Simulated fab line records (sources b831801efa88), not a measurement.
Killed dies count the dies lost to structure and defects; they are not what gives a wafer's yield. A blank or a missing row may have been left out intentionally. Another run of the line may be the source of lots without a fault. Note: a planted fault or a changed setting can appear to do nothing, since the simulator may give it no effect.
Which tool did it? + flow sky130 + at 1 step of a route of 708, 7 lots with 21 wafers sampled

WHAT EACH GAUGE READ, for each wafer
SKY_SONOS_TUNNEL_OVL_MEAS_08.
| lot  | measured     | on         | SONOS_TUNNEL_OVL (nm) |
|------|--------------|------------|-----------------------|
| L767 | day 11 20:55 | overlay-02 | -1.2 1.1 2.2          |
| L771 | day 12 23:52 | overlay-01 | -0.4 -0.6 -1.5        |
| L774 | day 13 18:31 | overlay-01 | -1.2 0.3 -0.9         |
| L776 | day 14 09:03 | overlay-01 | 0.4 1.9 0.2           |
| L785 | day 17 10:18 | overlay-01 | 3.0 2.4 1.3           |
| L787 | day 18 05:03 | overlay-01 | 0.0 0.3 -1.0          |
| L789 | day 18 17:57 | overlay-02 | -1.4 0.7 1.7          |

WHICH TOOL RAN EACH LOT (tool, then ch and the chambers of the sampled wafers, then the start)
The record shows no process step preceding these readings.

THE ANSWER, worked out from the rows above alone
Rule: usual is defined by the lots themselves. Put in order of their means at a reading, lots are off if they are a third of the lots or fewer, leave a main group of 4 or more, and stand apart from it by a gap of 3 or more times the standard deviation of the main group's means; of several such gaps the widest counts. If all means in a main group match to the digits the tables above print for the reading, that group is not used. Also off: a lot with no number at a reading for which 4 or more lots have one. The other lots that the step has rows for count as sound.
None of the lots is off at any reading shown; this tells nothing.

WHAT HAD BEEN PUT IN BY THE SIMULATOR
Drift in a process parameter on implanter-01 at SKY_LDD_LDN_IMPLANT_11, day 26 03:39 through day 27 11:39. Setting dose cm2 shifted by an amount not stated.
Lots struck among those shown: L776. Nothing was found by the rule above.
